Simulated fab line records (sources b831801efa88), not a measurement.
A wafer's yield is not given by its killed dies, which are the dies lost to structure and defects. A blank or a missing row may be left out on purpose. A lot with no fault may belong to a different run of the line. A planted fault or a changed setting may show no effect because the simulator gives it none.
A struck lot beside a sound one	flow gf180mcu	28 steps out of a route of 602
Sound: wafers L805.2, L805.3, L805.4. Struck: wafer L793.5 (left out: L793.3, a lot-mate that was not struck); the cause follows at the end.
Per side, at each step with rows, come the tool, then ch with its chambers, and then its first start. Under that, the readings that differ: sound wafers	struck wafers	difference of the means	sigmas: that difference in standard deviations of wafers without a fault.
alike: words and numbers the same on both sides, and readings whose means are apart by under 2 such deviations; not compared: readings that were withheld, readings missing a value for some wafer, numbers with overlapping values and no deviation given by the record, and bounds like >300 which may hide the same value.
A row with sigmas, a row that says differs or no value, or rows on one side alone: a step with any of these is where the two part. Numbers that don't overlap but have no deviation are shown without sigmas and don't part them. A reading missing from all wafers of one side parts the sides only when that side holds two or more wafers.

first, 8 steps without rows for these wafers: GF_M2_PEB_12 (peb time 90 s); GF_M2_DEVELOP_13 (develop time 60 s); GF_M2_METAL_ETCH_16 (etches the open film in Cl2/BCl3, stops on SiO2, target depth 750.8 nm, time 125.1 s); GF_M2_STRIP_17 (strips in O2/N2); GF_M2_STRIP_18 (strips in post etch residue remover, time 1200 s); GF_M2_CLEAN_19 (cleans in DIW); GF_V2_CVD_00 (deposits SiO2, target thk 600 nm, time 100 s); GF_V2_CVD_02 (deposits SiO2 from TEOS, target thk 850 nm, time 94.851 s).
GF_V2_CMP_04: polishes SiO2.
  sound on cmp-01 ch 0,1,2, day 26 16:59; struck on cmp-02 ch 2, day 23 03:11
reading	sound	struck	difference	sigmas
motor_current_A (A)	10.6 11.2 10.8	12.5	+1.6	+2
time_to_endpoint_s (s)	73 80 78	54	-23	-4
model.SiO2_of_V2_CVD_02.thk_nm (nm)	632.3 633.6 634.6	696.6	+63.1	
  alike: slurry_filter_dp_kPa
GF_V2_BOW_MEAS_05:
  sound on film_metro-04 at day 26 17:19; struck on film_metro-04 at day 23 03:50
  not compared: hold, V2_BOW
then, 8 steps without rows for these wafers: GF_V2_HMDS_07 (prime time 60 s); GF_V2_COAT_08; GF_V2_COAT_09 (resist thk 1000 nm); GF_V2_SOFTBAKE_10 (time 60 s); GF_V2_EXPOSE_11 (exposes mask Via2, target cd 260 nm); GF_V2_PEB_12 (peb time 90 s); GF_V2_DEVELOP_13 (develop time 60 s); GF_V2_ETCH_16 (etches BARC in N2/H2).
GF_V2_ETCH_17: etches SiO2 in C4F8/O2/Ar, stops on TiN, target depth 630 nm.
  sound: rie_diel-01 ch 0,2,3; struck: rie_diel-04 ch 3
reading	sound	struck	difference	sigmas
oes_product_au (a.u.)	0.851 0.856 0.858	0.907	+0.052	+10
model.etch.depth_nm (nm)	632.3 633.6 634.6	696.6	+63.1	
model.V2.feature_depth_nm (nm)	632.3 633.6 634.6	696.6	+63.1	
then, 6 steps without rows for these wafers: GF_V2_STRIP_18 (strips in O2/N2); GF_V2_STRIP_19 (strips in post etch residue remover, time 1200 s); GF_V2_CLEAN_20 (cleans in DIW); GF_V2_SPUTTER_21 (material Ti, target thk 15 nm, time 80.02 s); GF_V2_SPUTTER_22 (material TiN, target thk 10 nm, time 40 s); GF_V2_CVD_23 (deposits W, target thk 350 nm, time 104.94 s).
GF_V2_CMP_26: polishes, stops on SiO2, t overpolish 15 s, target thk 0 nm.
  sound on cmp-01 ch 0,1,2, day 27 15:29; struck on cmp-02 ch 3, day 24 02:47
reading	sound	struck	difference	sigmas
motor_current_A (A)	10.0 10.0 10.4	11.8	+1.7	+2
model.SiO2_of_V2_CVD_02.thk_nm (nm)	628.5 629.8 630.9	692.8	+63.1	
  alike: slurry_filter_dp_kPa
then, 1 step without rows for these wafers: GF_M3_SPUTTER_00 (material Ti, target thk 37.5 nm, time 150 s).
-- the record jumps here: 8 days lie between the struck wafers' starts before and after (it left off in module M3 and takes up again in module PASSIVATION, whose first step shown is number 602 of the route) --
GF_PASSIVATION_PROBE_99:
  record: rows for the struck wafers here (prober-02, day 32 01:26), none for the sound ones

WHERE THEY PART
First at GF_V2_CMP_04; last, within this record, at GF_PASSIVATION_PROBE_99.

WHY: whatever the simulator had introduced
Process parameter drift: cmp-02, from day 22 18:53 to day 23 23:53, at GF_V2_CMP_04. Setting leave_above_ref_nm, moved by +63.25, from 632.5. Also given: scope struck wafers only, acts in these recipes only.
